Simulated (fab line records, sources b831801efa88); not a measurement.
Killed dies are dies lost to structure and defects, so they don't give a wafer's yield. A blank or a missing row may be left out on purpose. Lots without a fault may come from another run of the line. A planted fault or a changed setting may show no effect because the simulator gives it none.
Which tool did it? | flow sky130 | 11 lots, 33 wafers sampled, at 4 steps of a route of 708

WHAT THE GAUGES READ, wafer by wafer
SKY_SONOS_ONO_THK_MEAS_03. Usual: SONOS_ONO_CVD_02_THK 10.48 nm, standard deviation 0.14.
lot  | measured     | on            | SONOS_ONO_CVD_02_THK (nm) | flag
L251 | day 11 23:28 | film_metro-01 | 10.54 10.56 10.61         |
L252 | day 12 10:59 | film_metro-03 | 10.37 10.45 10.52         |
L257 | day 13 19:30 | film_metro-02 | 10.42 10.55 10.56         |
L258 | day 13 23:47 | film_metro-01 | 10.51 10.56 10.50         |
L259 | day 14 08:58 | film_metro-01 | 10.29 10.33 10.50         |
L261 | day 15 06:24 | film_metro-03 | 10.57 10.54 10.62         |
L262 | day 15 17:43 | film_metro-03 | 10.45 10.37 10.54         |
L269 | day 17 20:58 | film_metro-03 | 10.65 10.62 10.55         |
L270 | day 18 00:34 | film_metro-01 | 10.53 10.52 10.55         |
L271 | day 18 14:11 | film_metro-03 | 10.46 10.58 10.49         |
L273 | day 19 04:03 | film_metro-03 | 10.49 10.59 10.54         |

SKY_LDD_P_CD_MEAS_07: target cd 380 nm. Usual: cd_nm 380.1 nm, standard deviation 2.2.
lot  | measured     | on        | cd_nm (nm)                          | flag
L251 | day 19 09:41 | cd_sem-02 | 382.4 379.3 378.1                   |
L252 | day 20 04:49 | cd_sem-01 | 384.7 384.3 385.3                   |
L257 | day 21 14:50 | cd_sem-01 | 378.4 377.4 378.4                   |
L258 | day 21 22:17 | cd_sem-01 | 377.8 376.3 376.8                   |
L259 | day 22 07:50 | cd_sem-02 | 380.0 382.1 380.2                   |
L261 | day 23 10:26 | cd_sem-02 | 380.9 378.3 379.0                   |
L262 | day 23 16:47 | cd_sem-01 | 379.0 379.2 379.4                   |
L269 | day 25 22:55 | cd_sem-01 | 381.5 379.9 378.7                   |
L270 | day 26 02:56 | cd_sem-01 | 392.6 379.9 392.3 392.8 380.4 392.1 | OFF
L271 | day 26 14:23 | cd_sem-02 | 393.5 375.7 392.2 393.3 375.8 392.3 | OFF
L273 | day 27 01:43 | cd_sem-02 | 379.4 381.3 378.3                   |

WHICH TOOL RAN EACH LOT (tool, then ch and the chambers of the sampled wafers, then the start)
lot  | SKY_VT_ADJUST_PCH_STRIP_09           | SKY_LDD_P_DEVELOP_06
L251 | plasma_asher-03 ch 0,1, day 10 13:43 | litho_track-04 ch 0, day 19 09:32
L252 | plasma_asher-01 ch 0,1, day 10 21:25 | litho_track-04 ch 0, day 20 04:41
L257 | plasma_asher-02 ch 1, day 12 14:19   | litho_track-01 ch 0, day 21 14:42
L258 | plasma_asher-03 ch 0,1, day 12 17:19 | litho_track-01 ch 0, day 21 22:09
L259 | plasma_asher-01 ch 0,1, day 13 02:29 | litho_track-02 ch 0, day 22 07:41
L261 | plasma_asher-01 ch 0,1, day 13 22:55 | litho_track-04 ch 0, day 23 10:17
L262 | plasma_asher-02 ch 0,1, day 14 09:49 | litho_track-02 ch 0, day 23 16:38
L269 | plasma_asher-03 ch 0,1, day 16 12:04 | litho_track-01 ch 0, day 25 22:46
L270 | plasma_asher-01 ch 1, day 16 15:37   | litho_track-04 ch 0, day 26 02:47
L271 | plasma_asher-02 ch 0,1, day 17 04:08 | litho_track-04 ch 0, day 26 14:14
L273 | plasma_asher-03 ch 0,1, day 17 17:56 | litho_track-01 ch 0, day 27 01:34
- SKY_VT_ADJUST_PCH_STRIP_09: strips in O2/N2.
- SKY_LDD_P_DEVELOP_06: develop time 60 s.

WHAT THE TOOLS THEMSELVES READ (means of the sampled wafers that have a number; where no wafer has one, the mark that the record gives instead)
SKY_VT_ADJUST_PCH_STRIP_09. Usual: drypump_motor_current_A 6.08 A, standard deviation 0.23; oes_product_au 0.723 a.u., standard deviation 0.0044; strip_time_to_endpoint_s 36.90 s, standard deviation 0.099.
lot  | tool            | drypump_motor_current_A (A) | oes_product_au (a.u.) | strip_time_to_endpoint_s (s) | flag
L251 | plasma_asher-03 | 5.73                        | 0.723                 | 36.82                        |
L252 | plasma_asher-01 | 6.19                        | 0.725                 | 37.02                        |
L257 | plasma_asher-02 | 6.26                        | 0.720                 | 36.93                        |
L258 | plasma_asher-03 | 5.96                        | 0.724                 | 36.79                        |
L259 | plasma_asher-01 | 6.22                        | 0.722                 | 37.03                        |
L261 | plasma_asher-01 | 6.23                        | 0.720                 | 37.02                        |
L262 | plasma_asher-02 | 6.16                        | 0.723                 | 37.00                        |
L269 | plasma_asher-03 | 5.94                        | 0.724                 | 36.86                        |
L270 | plasma_asher-01 | 6.19                        | 0.722                 | 36.81                        |
L271 | plasma_asher-02 | 6.07                        | 0.719                 | 36.96                        |
L273 | plasma_asher-03 | 5.73                        | 0.721                 | 36.91                        |

SKY_LDD_P_DEVELOP_06. Usual: chill_plate_temp_C 23.00 C, standard deviation 0.099.
lot  | tool           | chill_plate_temp_C (C) | flag
L251 | litho_track-04 | 22.89                  |
L252 | litho_track-04 | 23.01                  |
L257 | litho_track-01 | 23.15                  |
L258 | litho_track-01 | 23.17                  |
L259 | litho_track-02 | 22.95                  |
L261 | litho_track-04 | 22.98                  |
L262 | litho_track-02 | 23.01                  |
L269 | litho_track-01 | 22.89                  |
L270 | litho_track-04 | 23.11                  |
L271 | litho_track-04 | 23.04                  |
L273 | litho_track-01 | 22.95                  |

THE ANSWER, worked out from the rows above alone
Rule: a lot is off if the mean of its wafers that have a number lies more than 3 standard deviations from the usual mean. A lot without any number at a reading at which 4 lots or more have one is off too. The other lots that the step has rows for count as sound. The gauges are gone through in route order, then the tools' own readings, and for those a lot's mean is taken as printed above. The first step at which some lot is off is used, and at that step the reading that is off furthest; a lot without a number counts as furthest.
Off: L270, L271, at SKY_LDD_P_CD_MEAS_07 (cd_nm).
A tool fits if, at a process step before that reading, it ran every lot that is off, and no sound lot after the first of them. The gauges at SKY_LDD_P_CD_MEAS_07 are tried like those tools. One fits: litho_track-04 at SKY_LDD_P_DEVELOP_06. Its last sound lot is L261 (day 23 10:17), its first lot that is off L270 (day 26 02:47): a fault that began between those two fits.

WHAT THE SIMULATOR HAD PUT IN
Process parameter drift: litho_track-04, from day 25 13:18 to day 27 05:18, at SKY_LDD_P_DEVELOP_06. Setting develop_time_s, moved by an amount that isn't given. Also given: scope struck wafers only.
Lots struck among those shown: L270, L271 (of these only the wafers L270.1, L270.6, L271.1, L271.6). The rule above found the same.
